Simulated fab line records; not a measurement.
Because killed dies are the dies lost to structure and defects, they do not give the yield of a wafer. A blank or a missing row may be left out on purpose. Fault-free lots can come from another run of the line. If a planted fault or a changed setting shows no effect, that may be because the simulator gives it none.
Matching of chambers | flow sky130 | SKY_LI_CONTACT_CMP_24 on cmp-01: 4 sister chambers
The step polishes, stops on PSG, t overpolish 20 s, target thk 0 nm. 8 wafers are shown with their chamber, then 7 later ones without.

## WAFERS WITH THEIR CHAMBER
wafer  | chamber | motorCurrentA (A) | timeToEndpointS (s)
L648.2 | 0       | 8.5               | 90
L651.2 | 2       | 11.7              | 94
L651.6 | 3       | 12.1              | 92
L653.3 | 1       | 9.5               | 95
L653.5 | 1       | 9.0               | 94
L653.6 | 2       | 11.9              | 92
L654.1 | 0       | 8.7               | 86
L654.4 | 3       | 11.5              | 92

## WAFERS MISSING THEIR CHAMBER
wafer  | motorCurrentA (A) | timeToEndpointS (s)
L654.6 | 8.9               | 86
L662.1 | 9.2               | 101
L662.4 | 11.3              | 99
L662.6 | 11.8              | 100
L665.2 | 8.7               | 96
L665.5 | 9.2               | 96
L665.6 | 8.7               | 91

## WHICH CHAMBER EACH WENT THROUGH
wafer  | from the rows above     | in truth
L654.6 | 0                       | 0
L662.1 | 1                       | 1
L662.4 | can't be placed: 2 or 3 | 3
L662.6 | can't be placed: 2 or 3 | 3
L665.2 | 1                       | 1
L665.5 | 1                       | 1
L665.6 | can't be placed: 0 or 1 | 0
Placed correctly: 4 of 7. From these rows, 3 cannot be placed; in 3 the true chamber is one of the candidates. Number placed wrongly: 0.
How it was worked out, from the rows above alone: a wafer's distance from a chamber is the root of the sum, over the readings, of the square of ((its reading less the chamber's mean) divided by the reading's scatter). If the next closest chamber is less than 2 further off than the closest, the wafer can't be placed; otherwise it belongs to the closest. Each chamber's mean is taken over the wafers shown for it. The scatter is the square root of a quotient: the sum, over the shown wafers, of each reading's squared deviation from its chamber's mean, divided by wafers minus chambers.
